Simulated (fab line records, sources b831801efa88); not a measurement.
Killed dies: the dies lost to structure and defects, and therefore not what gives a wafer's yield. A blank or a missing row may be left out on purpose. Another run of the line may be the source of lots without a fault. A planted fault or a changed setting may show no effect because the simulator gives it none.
fab line records	flow sky130
record: lots: 6	wafers: 18	lastDay: 50
route steps=708 shown VIA4@653 METAL5@661 PASSIVATION@681 PAD_OPEN@694
lots that met no fault: taken from a fault-free run of the same line
startH: the number of hours between the record's first day and the start of the first shown wafer of the lot	waitH: hours since the lot's step before	" repeats the value in the row above	L1.1+2: a single row standing in for several wafers	- no value, or no start was given	* or withheld: withheld	< > ~ a bound
route shown NAME@n: a module of which the file shows steps, and the number in the route of the first	usual: mean/standard deviation taken from wafers without a fault	same: alike in all rows	chamber/n: place in a boat	sites: the reading at each site	_std_site: the values' standard deviation	_edge_site: the outer-site mean with the inner-site mean subtracted	radiusMm: how far each site lies from the wafer's centre	mask NAME#n: copy n	behind: tool/chamber where the wafer was last shaped	hold: reason for holding the lot/hours on hold/outcome of the hold	device: names the non-switching transistor (n, p or np)	end of line: the same wafers' tests at the end of the route	where a step has no rows: the recipe by itself	killed: dies lost to structure and defects at the first sort, not the wafer's yield	map: dies across one wafer; x = killed, . = not, _ = none there
set.NAME: the setting that was run; set.NAME@STEP: the one run at that earlier step	model.NAME: the simulator's own value behind a step, which no gauge read
lots at selected steps of the route; one table per step, one row per wafer
services: a tool's chamber out of use, with start hour (startH, from the record's first day; less than 0 if before it), hours out, and reason
== steps ==
step: SKY_VIA4_STRIP_14
recipe: chemistry: postEtchResidueRemover	timeS: 1200	tempC: 72.5
step: SKY_VIA4_CLEAN_15
recipe: chemistry: IPA	timeS: 180	tempC: 25
step: SKY_VIA4_CLEAN_16
recipe: chemistry: O3/DIW	dry: n2Spin
step: SKY_VIA4_SPUTTER_17
recipe: material: TiN	targetThkNm: 20	chamberPressurePa: 5	powerW: 4000	timeS: 80
step: SKY_VIA4_CVD_18
recipe: material: W	targetThkNm: 505	timeS: 152.14	tempC: 400	pressureTorr: 40
usual: heaterPowerW: 870/100
lot.wafer	tool	chamber	startH	waitH	heaterPowerW	sinceWetCleanH
L416.1	cvdW-01	0	1053.51	0.0	834	136
L416.3	"	1	"	"	992	-
L416.6	"	0	"	"	825	-
L424.1	cvdW-01	0	1094.21	0.0	847	176
L424.4	"	1	"	"	956	-
L424.6	"	0	"	"	829	-
L426.1	cvdW-01	1	1112.60	0.0	973	195
L426.4	"	1	"	"	969	-
L426.5	"	1	"	"	1001	-
L429.2	cvdW-01	0	1120.19	0.0	826	202
L429.4	"	0	"	"	834	-
L429.5	"	1	"	"	991	-
L430.2	cvdW-01	1	1129.19	0.0	994	211
L430.3	"	0	"	"	849	-
L430.4	"	1	"	"	997	-
L431.1	cvdW-01	1	1134.92	0.0	956	217
L431.3	"	0	"	"	838	-
L431.5	"	1	"	"	983	-
step: SKY_VIA4_RS_MEAS_19
recipe: thkMeasGauge: four-point-probe	reads: W_of_VIA4_CVD_18+TiN_of_VIA4_SPUTTER_17
usual: VIA4_W_RS: 0.2247/0.0019
lot.wafer	tool	chamber	startH	waitH	VIA4_W_RS[ohm/sq]
L416.1	filmMetro-03	-	1053.66	0.1	0.2245
L416.3	"	-	"	"	0.2262
L416.6	"	-	"	"	0.2275
L424.1	filmMetro-04	-	1094.36	0.1	0.2248
L424.4	"	-	"	"	0.2293
L424.6	"	-	"	"	0.2257
L426.1	filmMetro-01	-	1112.75	0.1	0.2261
L426.4	"	-	"	"	0.2255
L426.5	"	-	"	"	0.2244
L429.2	filmMetro-01	-	1120.36	0.1	0.2259
L429.4	"	-	"	"	0.2268
L429.5	"	-	"	"	0.2270
L430.2	filmMetro-03	-	1129.36	0.1	0.2273
L430.3	"	-	"	"	0.2234
L430.4	"	-	"	"	0.2265
L431.1	filmMetro-04	-	1135.07	0.1	0.2255
L431.3	"	-	"	"	0.2227
L431.5	"	-	"	"	0.2263
step: SKY_VIA4_THK_MEAS_20
recipe: thkMeasGauge: xrf	reads: W_of_VIA4_CVD_18
usual: VIA4_W_THK: 509/6.2
lot.wafer	tool	chamber	startH	waitH	VIA4_W_THK[nm]
L416.1	filmMetro-03	-	1053.78	0.1	504
L416.3	"	-	"	"	503
L416.6	"	-	"	"	499
L424.1	filmMetro-04	-	1094.48	0.1	505
L424.4	"	-	"	"	496
L424.6	"	-	"	"	505
L426.1	filmMetro-01	-	1112.87	0.1	515
L426.4	"	-	"	"	519
L426.5	"	-	"	"	517
L429.2	filmMetro-01	-	1120.47	0.1	517
L429.4	"	-	"	"	515
L429.5	"	-	"	"	512
L430.2	filmMetro-03	-	1129.47	0.1	507
L430.3	"	-	"	"	517
L430.4	"	-	"	"	508
L431.1	filmMetro-04	-	1135.19	0.1	507
L431.3	"	-	"	"	513
L431.5	"	-	"	"	508
step: SKY_VIA4_CMP_21
recipe: stopOn: SiO2	tOverpolishS: 25	downForcePsi: 3.5	platenRpm: 60	targetThkNm: 0	padVelocityMS: 0.94248
step: SKY_METAL5_SPUTTER_00
recipe: material: Ti	targetThkNm: 15	powerW: 3000	timeS: 10	chamberPressurePa: 0.4
usual: cathodeDcPowerW: 3000.0/0.52	throttleValvePct: 30.3/1.2
lot.wafer	tool	chamber	startH	waitH	cathodeDcPowerW	throttleValvePct
L416.1	pvdSputter-02	-	1054.14	0.1	3000.4	28.5
L416.3	"	-	"	"	3001.2	32.2
L416.6	"	-	"	"	2999.3	28.7
L424.1	pvdSputter-02	-	1094.84	0.2	3000.1	30.4
L424.4	"	-	"	"	2999.8	28.7
L424.6	"	-	"	"	3000.4	30.1
L426.1	pvdSputter-02	-	1113.23	0.2	2999.8	30.2
L426.4	"	-	"	"	2999.9	28.5
L426.5	"	-	"	"	3000.0	28.8
L429.2	pvdSputter-01	-	1120.82	0.2	2999.8	32.6
L429.4	"	-	"	"	2999.7	32.2
L429.5	"	-	"	"	2999.1	32.7
L430.2	pvdSputter-04	-	1129.82	0.2	3000.5	29.5
L430.3	"	-	"	"	3001.0	28.9
L430.4	"	-	"	"	2999.7	31.0
L431.1	pvdSputter-04	-	1135.55	0.2	3000.2	29.5
L431.3	"	-	"	"	3000.1	31.5
L431.5	"	-	"	"	3000.5	31.1
step: SKY_METAL5_SPUTTER_01
recipe: material: TiN	targetThkNm: 20	powerW: 6500	timeS: 16.7	chamberPressurePa: 0.4
step: SKY_METAL5_SPUTTER_02
recipe: material: AlCu	targetThkNm: 1150	powerW: 10600	timeS: 61.2	chamberPressurePa: 0.4
step: SKY_METAL5_SPUTTER_03
recipe: material: Ti	targetThkNm: 5	powerW: 3000	timeS: 3.3	chamberPressurePa: 0.3909
step: SKY_METAL5_SPUTTER_04
recipe: material: TiN	targetThkNm: 70	powerW: 6500	timeS: 58.3	chamberPressurePa: 0.4
usual: cathodeDcPowerW: 6500.0/1.2	throttleValvePct: 30.3/1.2
lot.wafer	tool	chamber	startH	waitH	cathodeDcPowerW	throttleValvePct	model.TiN_of_METAL5_SPUTTER_04.thkNm
L416.1	pvdSputter-02	-	1054.26	0.0	6500.9	28.6	70.66
L416.3	"	-	"	"	6501.0	32.2	70.96
L416.6	"	-	"	"	6498.4	28.6	70.4
L424.1	pvdSputter-02	-	1094.96	0.0	6501.1	29.9	21.02
L424.4	"	-	"	"	6500.5	28.7	20.51
L424.6	"	-	"	"	6498.8	30.1	21.29
L426.1	pvdSputter-02	-	1113.35	0.0	6502.0	30.2	21.26
L426.4	"	-	"	"	6500.1	28.5	21.25
L426.5	"	-	"	"	6502.0	28.4	21.13
L429.2	pvdSputter-01	-	1120.94	0.0	6499.0	32.3	70.41
L429.4	"	-	"	"	6500.4	32.5	70.33
L429.5	"	-	"	"	6499.0	32.6	70.3
L430.2	pvdSputter-04	-	1129.93	0.0	6499.5	29.3	70.67
L430.3	"	-	"	"	6501.6	29.0	69.57
L430.4	"	-	"	"	6501.0	31.2	71.01
L431.1	pvdSputter-04	-	1135.67	0.0	6500.6	28.7	69.6
L431.3	"	-	"	"	6498.5	31.1	70.36
L431.5	"	-	"	"	6498.3	31.1	70.62
step: SKY_METAL5_RS_MEAS_05
recipe: thkMeasGauge: four-point-probe	reads: TiN_of_METAL5_SPUTTER_04+Ti_of_METAL5_SPUTTER_03+AlCu_of_METAL5_SPUTTER_02+TiN_of_METAL5_SPUTTER_01+Ti_of_METAL5_SPUTTER_00
usual: METAL5_ALCU_RS: 0.02708/0.00025
lot.wafer	tool	chamber	startH	waitH	METAL5_ALCU_RS[ohm/sq]
L416.1	filmMetro-01	-	1054.31	0.0	0.02728
L416.3	"	-	"	"	0.02704
L416.6	"	-	"	"	0.02729
L424.1	filmMetro-04	-	1095.01	0.0	0.02706
L424.4	"	-	"	"	0.02748
L424.6	"	-	"	"	0.02704
L426.1	filmMetro-04	-	1113.39	0.0	0.02723
L426.4	"	-	"	"	0.02728
L426.5	"	-	"	"	0.0274
L429.2	filmMetro-01	-	1121.01	0.0	0.02715
L429.4	"	-	"	"	0.02719
L429.5	"	-	"	"	0.02717
L430.2	filmMetro-01	-	1130.00	0.0	0.02737
L430.3	"	-	"	"	0.02714
L430.4	"	-	"	"	0.02755
L431.1	filmMetro-04	-	1135.72	0.0	0.02694
L431.3	"	-	"	"	0.02702
L431.5	"	-	"	"	0.02708
step: SKY_METAL5_THK_MEAS_06
recipe: thkMeasGauge: xrf	reads: AlCu_of_METAL5_SPUTTER_02
usual: METAL5_ALCU_THK: 1169/11
lot.wafer	tool	chamber	startH	waitH	METAL5_ALCU_THK[nm]
L416.1	filmMetro-01	-	1054.43	0.1	1165
L416.3	"	-	"	"	1164
L416.6	"	-	"	"	1161
L424.1	filmMetro-04	-	1095.13	0.1	1313
L424.4	"	-	"	"	1295
L424.6	"	-	"	"	1313
L426.1	filmMetro-04	-	1113.51	0.1	1304
L426.4	"	-	"	"	1304
L426.5	"	-	"	"	1294
L429.2	filmMetro-01	-	1121.12	0.1	1152
L429.4	"	-	"	"	1160
L429.5	"	-	"	"	1156
L430.2	filmMetro-01	-	1130.11	0.1	1163
L430.3	"	-	"	"	1171
L430.4	"	-	"	"	1152
L431.1	filmMetro-04	-	1135.84	0.1	1173
L431.3	"	-	"	"	1165
L431.5	"	-	"	"	1168
step: SKY_METAL5_DEHYDRATE_07
recipe: tempC: 200	timeS: 60
step: SKY_METAL5_HMDS_08
recipe: primeTimeS: 60	primeTempC: 120
step: SKY_METAL5_COAT_09
recipe: resist: NOVOLAK	spinRpm: 3000	resistThkNm: 1800
step: SKY_METAL5_SOFTBAKE_10
recipe: tempC: 90	timeS: 60	resist: NOVOLAK
step: SKY_METAL5_EXPOSE_11
recipe: maskId: MM5	na: 0.6	sourceShape: conventional	sigmaOuter: 0.6	polarization: unpolarized	targetCdNm: 1600	doseMj: 190
step: SKY_METAL5_PEB_12
recipe: tempC: withheld	timeS: *	resist: NOVOLAK
step: SKY_METAL5_DEVELOP_13
recipe: resist: NOVOLAK	developer: TMAH	developTimeS: 60	devTempC: 23
step: SKY_METAL5_DESCUM_14
recipe: chemistry: O2	sourcePowerW: 150	biasPowerW: 0	pressureMtorr: 10	tempC: 40	timeS: 11
step: SKY_METAL5_METAL_ETCH_15
recipe: targetDepthA: 12600	stopOn: SiO2	overEtchFrac: 0.2	timeS: 252	chemistry: Cl2/BCl3	resistSidewallDeg: 86	pressureMtorr: 10	icpW: 900	biasW: 48.5	Cl2_flow_sccm: 60	bcl3FlowSccm: 30
usual: drypumpMotorCurrentA: 5.77/0.2	oesProductAu: 0.895/0.0051	throttleValvePct: 22.265/0.0096
lot.wafer	tool	chamber	startH	waitH	drypumpMotorCurrentA	oesProductAu	rfHoursCounterH	throttleValvePct
L416.1	rieMetal-03	1	1074.56	0.0	5.74	0.898	13	22.271
L416.3	"	1	"	"	5.72	0.898	-	22.256
L416.6	"	1	"	"	5.73	0.888	-	22.261
L424.1	rieMetal-02	0	1114.46	0.0	5.65	0.885	16	22.274
L424.4	"	0	"	"	5.66	0.872	-	22.261
L424.6	"	0	"	"	5.64	0.891	-	22.267
L426.1	rieMetal-01	1	1132.21	0.0	6.05	0.890	16	22.257
L426.4	"	0	"	"	5.52	0.881	-	22.278
L426.5	"	1	"	"	6.05	0.885	-	22.245
L429.2	rieMetal-01	0	1139.41	0.0	5.53	0.904	19	22.271
L429.4	"	0	"	"	5.52	0.898	-	22.255
L429.5	"	1	"	"	6.09	0.899	-	22.262
L430.2	rieMetal-03	0	1148.11	0.0	5.71	0.887	27	22.254
L430.3	"	1	"	"	5.72	0.897	-	22.267
L430.4	"	0	"	"	5.68	0.906	-	22.295
L431.1	rieMetal-01	0	1153.41	0.0	5.51	0.901	21	22.271
L431.3	"	0	"	"	5.50	0.887	-	22.267
L431.5	"	0	"	"	5.51	0.890	-	22.266
step: SKY_METAL5_STRIP_16
recipe: chemistry: O2/N2	powerW: 1400	pressureMtorr: 1500	platenTempC: withheld	o2FlowSccm: 3000	n2FlowSccm: 300	overashFraction: 0.5
step: SKY_METAL5_STRIP_17
recipe: chemistry: postEtchResidueRemover	timeS: 1200	tempC: 72.5
lot.wafer	tool	chamber	startH	waitH	model.TiN_of_METAL5_SPUTTER_04.thkNm
L416.1	wetBench-02	0	1074.90	0.1	70.24
L416.3	"	0	"	"	70.54
L416.6	"	0	"	"	69.98
L424.1	wetBench-04	3	1114.80	0.1	20.6
L424.4	"	3	"	"	20.09
L424.6	"	3	"	"	20.87
L426.1	wetBench-01	0	1132.54	0.1	20.85
L426.4	"	0	"	"	20.84
L426.5	"	0	"	"	20.72
L429.2	wetBench-02	3	1139.74	0.1	69.99
L429.4	"	3	"	"	69.9
L429.5	"	3	"	"	69.87
L430.2	wetBench-04	1	1148.44	0.1	70.25
L430.3	"	1	"	"	69.15
L430.4	"	1	"	"	70.58
L431.1	wetBench-02	2	1153.75	0.1	69.19
L431.3	"	2	"	"	69.95
L431.5	"	2	"	"	70.21
step: SKY_METAL5_CLEAN_18
recipe: chemistry: IPA	timeS: 180	tempC: 25
step: SKY_METAL5_CLEAN_19
recipe: chemistry: O3/DIW	dry: n2Spin
step: SKY_PASSIVATION_CVD_00
recipe: material: SiO2	targetThkNm: 90	tempC: 400	timeS: withheld	rfW: 600
usual: heaterPowerW: 713/88
lot.wafer	tool	chamber	startH	waitH	heaterPowerW
L416.1	pecvd-03	2	1075.43	0.0	788
L416.3	"	0	"	"	483
L416.6	"	2	"	"	817
L424.1	pecvd-03	1	1115.33	0.0	627
L424.4	"	1	"	"	635
L424.6	"	2	"	"	816
L426.1	pecvd-02	2	1133.47	0.0	682
L426.4	"	0	"	"	746
L426.5	"	1	"	"	675
L429.2	pecvd-02	0	1140.32	0.0	754
L429.4	"	1	"	"	764
L429.5	"	2	"	"	725
L430.2	pecvd-01	0	1148.93	0.0	820
L430.3	"	1	"	"	831
L430.4	"	2	"	"	562
L431.1	pecvd-01	2	1154.32	0.0	680
L431.3	"	0	"	"	816
L431.5	"	1	"	"	764
step: SKY_PASSIVATION_THK_MEAS_01
recipe: reads: SiO2_of_PASSIVATION_CVD_00
usual: PASSIVATION_CVD_00_THK: 89.8/1.2
lot.wafer	tool	chamber	startH	waitH	PASSIVATION_CVD_00_THK[nm]
L416.1	filmMetro-03	-	1075.45	-	89.2
L416.3	"	-	"	"	89.1
L416.6	"	-	"	"	90.2
L424.1	filmMetro-02	-	1115.35	-	90.0
L424.4	"	-	"	"	91.1
L424.6	"	-	"	"	91.0
L426.1	filmMetro-02	-	1133.49	-	89.5
L426.4	"	-	"	"	91.5
L426.5	"	-	"	"	90.0
L429.2	filmMetro-01	-	1140.35	-	89.6
L429.4	"	-	"	"	89.2
L429.5	"	-	"	"	91.0
L430.2	filmMetro-01	-	1148.96	-	90.7
L430.3	"	-	"	"	90.4
L430.4	"	-	"	"	90.7
L431.1	filmMetro-02	-	1154.34	-	89.5
L431.3	"	-	"	"	89.6
L431.5	"	-	"	"	91.3
step: SKY_PASSIVATION_CVD_02
recipe: material: Si3N4	targetThkNm: 540	tempC: 400	timeS: withheld	rfW: 450
usual: heaterPowerW: 743/110
lot.wafer	tool	chamber	startH	waitH	heaterPowerW
L416.1	pecvd-02	0	1075.51	0.1	827
L416.3	"	0	"	"	675
L416.6	"	1	"	"	741
L424.1	pecvd-02	1	1115.41	0.1	806
L424.4	"	1	"	"	825
L424.6	"	2	"	"	778
L426.1	pecvd-01	1	1133.55	0.1	887
L426.4	"	0	"	"	711
L426.5	"	2	"	"	676
L429.2	pecvd-01	1	1140.40	0.0	776
L429.4	"	2	"	"	752
L429.5	"	1	"	"	797
L430.2	pecvd-02	0	1149.01	0.0	799
L430.3	"	2	"	"	778
L430.4	"	0	"	"	839
L431.1	pecvd-03	1	1154.40	0.1	794
L431.3	"	0	"	"	524
L431.5	"	1	"	"	653
step: SKY_PASSIVATION_THK_MEAS_03
recipe: reads: Si3N4_of_PASSIVATION_CVD_02
usual: PASSIVATION_CVD_02_THK: 541/6.9
lot.wafer	tool	chamber	startH	waitH	PASSIVATION_CVD_02_THK[nm]
L416.1	filmMetro-02	-	1075.85	-	544
L416.3	"	-	"	"	551
L416.6	"	-	"	"	543
L424.1	filmMetro-02	-	1115.63	-	527
L424.4	"	-	"	"	542
L424.6	"	-	"	"	538
L426.1	filmMetro-02	-	1133.77	-	528
L426.4	"	-	"	"	531
L426.5	"	-	"	"	535
L429.2	filmMetro-02	-	1140.64	-	541
L429.4	"	-	"	"	540
L429.5	"	-	"	"	550
L430.2	filmMetro-03	-	1149.25	-	535
L430.3	"	-	"	"	528
L430.4	"	-	"	"	549
L431.1	filmMetro-01	-	1154.63	-	540
L431.3	"	-	"	"	537
L431.5	"	-	"	"	546
step: SKY_PASSIVATION_DEHYDRATE_04
recipe: tempC: 200	timeS: 60
step: SKY_PASSIVATION_HMDS_05
recipe: primeTimeS: 60	primeTempC: 120
step: SKY_PASSIVATION_COAT_06
recipe: spinRpm: 2000	resistThkNm: 3000
step: SKY_PASSIVATION_SOFTBAKE_07
recipe: tempC: 110	timeS: withheld
step: SKY_PASSIVATION_EXPOSE_08
recipe: maskId: NSM	targetCdNm: 3000	na: 0.57	doseMj: 260
step: SKY_PASSIVATION_PEB_09
recipe: tempC: 115	timeS: withheld
step: SKY_PASSIVATION_DEVELOP_10
recipe: developTimeS: 60	devTempC: 23.61
step: SKY_PASSIVATION_ETCH_11
recipe: chemistry: CF4/O2	targetDepthNm: 725	stopOn: AlCu	sourceW: 800	biasW: 150	pressureMtorr: 150	cf4FlowSccm: 80	O2_flow_sccm: 10	timeS: 161.1
usual: drypumpMotorCurrentA: 5.7/0.49	oesProductAu: 0.977/0.0077	throttleValvePct: 5.964/0.0098
lot.wafer	tool	chamber	startH	waitH	drypumpMotorCurrentA	oesProductAu	rfHoursCounterH	throttleValvePct	model.PASSIVATION.featureDepthNm
L416.1	rieDiel-01	1	1096.53	-	5.7	0.983	25	5.966	708.3
L416.3	"	3	"	"	6.0	0.992	31	5.974	715.7
L416.6	"	3	"	"	6.0	0.987	-	5.974	708.5
L424.1	rieDiel-04	2	1134.46	-	6.4	0.925	21	5.949	641.9
L424.4	"	1	"	"	4.9	0.934	7	5.949	658.2
L424.6	"	3	"	"	5.0	0.936	-	5.959	654.1
L426.1	rieDiel-03	2	1151.58	-	5.4	0.925	29	5.951	643.5
L426.4	"	0	"	"	5.9	0.937	-	5.944	648.6
L426.5	"	3	"	"	5.6	0.933	-	5.939	650.7
L429.2	rieDiel-04	2	1158.32	-	6.4	0.969	22	5.957	700.7
L429.4	"	0	"	"	6.4	0.968	12	5.951	703.5
L429.5	"	1	"	"	4.9	0.976	-	5.984	714
L430.2	rieDiel-04	3	1166.52	-	5.0	0.976	19	5.954	701.1
L430.3	"	2	"	"	6.4	0.968	22	5.960	693
L430.4	"	1	"	"	4.9	0.973	8	5.984	712.8
L431.1	rieDiel-03	0	1170.88	-	5.9	0.978	20	5.975	703.7
L431.3	"	2	"	"	5.4	0.982	30	5.963	701.6
L431.5	"	3	"	"	5.6	0.985	-	5.945	712.6
step: SKY_PASSIVATION_STRIP_12
recipe: chemistry: O2/N2	powerW: 1400	pressureMtorr: 1500	platenTempC: withheld	overashFraction: 0.7	o2FlowSccm: 3000	n2FlowSccm: 300
step: SKY_PAD_OPEN_DEHYDRATE_00
recipe: tempC: 200	timeS: 60
step: SKY_PAD_OPEN_ETCH_07
recipe: chemistry: CF4/O2	targetDepthNm: 725	stopOn: AlCu	sourceW: 800	biasW: 150	pressureMtorr: 150	cf4FlowSccm: 80	O2_flow_sccm: 10	timeS: 161.1
usual: drypumpMotorCurrentA: 5.8/0.31	oesProductAu: 0.978/0.0073	throttleValvePct: 5.964/0.0094
lot.wafer	tool	chamber	startH	waitH	drypumpMotorCurrentA	oesProductAu	rfHoursCounterH	throttleValvePct	model.PAD_OPEN.featureDepthNm
L416.1	rieDiel-03	1	1116.96	-	6.0	0.979	10	5.974	708.3
L416.3	"	3	"	"	5.6	0.988	15	5.939	715.7
L416.6	"	2	"	"	5.4	0.973	-	5.958	708.5
L424.1	rieDiel-02	2	1152.36	-	5.5	0.927	18	5.959	641.9
L424.4	"	1	"	"	5.9	0.948	20	5.943	658.2
L424.6	"	3	"	"	5.2	0.937	-	5.964	654.1
L426.1	rieDiel-03	2	1168.52	-	5.4	0.935	30	5.936	643.5
L426.4	"	3	"	"	5.6	0.932	17	5.957	648.6
L426.5	"	1	"	"	6.0	0.932	-	5.954	650.7
L429.2	rieDiel-02	3	1174.92	-	5.2	0.986	11	5.946	705.3
L429.4	"	1	"	"	5.9	0.970	21	5.967	704.6
L429.5	"	2	"	"	5.5	0.984	-	5.972	715.4
L430.2	rieDiel-02	2	1182.92	-	5.5	0.977	20	5.965	701.1
L430.3	"	1	"	"	5.9	0.972	21	5.955	693
L430.4	"	0	"	"	5.8	0.992	10	5.966	715.3
L431.1	rieDiel-01	2	1187.17	-	6.1	0.985	26	5.973	703.7
L431.3	"	1	"	"	5.7	0.970	29	5.963	701.6
L431.5	"	1	"	"	5.7	0.975	-	5.937	707.7
step: SKY_PAD_OPEN_PROBE_99
usual: defectLimitedYield: 82.6/2	killed_at_M0_to_M3: 43/7.1	killed_at_M4_up: 3.0/1.9	killedAtContacts: 24/5	killedAtFrontEnd: 15/4.3	killedAtOther: 0.3/0.5	killedDies: 85/9.6	killedOpen: 46/7.1	killedShort: 39/6.8	sort_bin_3_pad_short: 0.9/0.42	sort_bin_5_function: 10.2/1.4	sort_bin_6_memory: 6.3/1.2	sortNPass: 407/9.6	sortYieldPct: 82.6/2
same: grossDies: 492	killedAtBackSide: 0	sort_bin_4_leakage[%]: 0	sort_bin_8_speed[%]: 0
lot.wafer	tool	chamber	startH	waitH	defectLimitedYield[%]	killed_at_M0_to_M3	killed_at_M4_up	killedAtContacts	killedAtFrontEnd	killedAtOther	killedDies	killedOpen	killedShort	sort_bin_3_pad_short[%]	sort_bin_5_function[%]	sort_bin_6_memory[%]	sortNPass	sortYieldPct[%]
L430.2	prober-02	-	1185.53	0.1	84.6	39	2	17	18	0	76	48	28	1.0	8.9	5.5	416	84.6
L430.3	prober-02	-	1185.58	0.2	83.5	43	8	23	7	0	81	39	42	0.8	9.1	6.5	411	83.5
L430.4	prober-02	-	1185.63	0.2	85.0	32	4	23	15	0	74	40	34	1.2	10.2	3.7	418	85.0
killed by level:class
L430.2 VIA1:geometricParticle:open=12 CONTACT:geometricParticle:open=9 METAL1:geometricParticle:short=7 VIA3:geometricParticle:open=6 FIELD_ISO:geometricParticle:short=4 POLY_GATE:geometricParticle:open=4 POLY_GATE:geometricParticle:short=4 LI_CONTACT:geometricParticle:open=4
L430.3 VIA2:geometricParticle:open=9 VIA1:geometricParticle:open=7 METAL2:geometricParticle:short=6 METAL4:geometricParticle:short=6 LI_CONTACT:geometricParticle:open=5 CONTACT:geometricParticle:short=5 CONTACT:geometricParticle:open=5 VIA2:geometricParticle:short=5
L430.4 CONTACT:geometricParticle:open=8 VIA1:geometricParticle:open=8 FIELD_ISO:geometricParticle:short=6 CONTACT:geometricParticle:short=6 VIA3:geometricParticle:open=6 LI_CONTACT:geometricParticle:open=5 VIA1:geometricParticle:short=5 FIELD_ISO:geometricParticle:open=4
== services ==
tool	chamber	startH	hours	kind
rieDiel-02	-	1035.33	1.6	repair
rieDiel-04	0	1038.97	2.7	repair
pecvd-03	0	1042.24	18.1	repair
cvdW-01	-	1048.42	1.5	repair
rieDiel-03	3	1056.95	7.9	repair
rieMetal-02	-	1070.45	14.6	pm
pvdSputter-02	-	1071.34	1.6	repair
pecvd-02	2	1071.77	2.0	repair
rieDiel-02	-	1072.22	6.1	repair
rieDiel-01	2	1074.59	98.9	repair
rieDiel-03	3	1082.09	18.3	repair
pvdSputter-04	-	1083.81	2.2	repair
rieDiel-03	-	1093.53	1.4	repair
rieDiel-04	-	1093.69	0.4	repair
pecvd-01	2	1102.89	23.7	repair
rieDiel-01	-	1118.92	2.8	pm
pecvd-01	-	1122.98	2.9	repair
rieDiel-01	1	1136.12	17.9	repair
rieDiel-03	1	1148.87	12.9	repair
pvdSputter-02	1	1158.27	-	consumableReplace:kit
pvdSputter-04	-	1160.42	1.3	repair
cvdW-01	0	1161.48	5.5	repair
rieDiel-03	0	1163.36	4.7	repair
rieDiel-02	1	1176.92	2.3	repair
== key ==
firstSign: step: SKY_METAL5_THK_MEAS_06	reading: METAL5_ALCU_THK	direction: up	sigmas: 12	usual: 1169	struck: 1304
effect: step: SKY_PASSIVATION_ETCH_11	reading: oesProductAu	direction: down	sigmas: 5.8	usual: 0.977	struck: 0.932
effect: step: SKY_PAD_OPEN_ETCH_07	reading: oesProductAu	direction: down	sigmas: 5.9	usual: 0.978	struck: 0.935
modelEffect: step: SKY_METAL5_SPUTTER_04	value: TiN_of_METAL5_SPUTTER_04.thkNm	without: 70.31	struck: 21.08
modelEffect: step: SKY_METAL5_STRIP_17	value: TiN_of_METAL5_SPUTTER_04.thkNm	without: 69.9	struck: 20.66
modelEffect: step: SKY_PASSIVATION_ETCH_11	value: PASSIVATION.featureDepthNm	without: 698.5	struck: 649.5
modelEffect: step: SKY_PAD_OPEN_ETCH_07	value: PAD_OPEN.featureDepthNm	without: 698.7	struck: 649.5
metAt SKY_METAL5_SPUTTER_04
struckWafers L424.1,L424.4,L424.6,L426.1,L426.4,L426.5
onsetBetween 1054.26 1094.96
alsoFits SKY_METAL5_SPUTTER_00:pvdSputter-02
fault: kind: processParameterDrift	tool: pvdSputter-02	chamber: -	onsetH: 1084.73	steps: SKY_METAL5_SPUTTER_04	channel: targetThkNm	offset: -49.236	shape: step	endH: 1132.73	actsIn: theseRecipesOnly	stated: 70
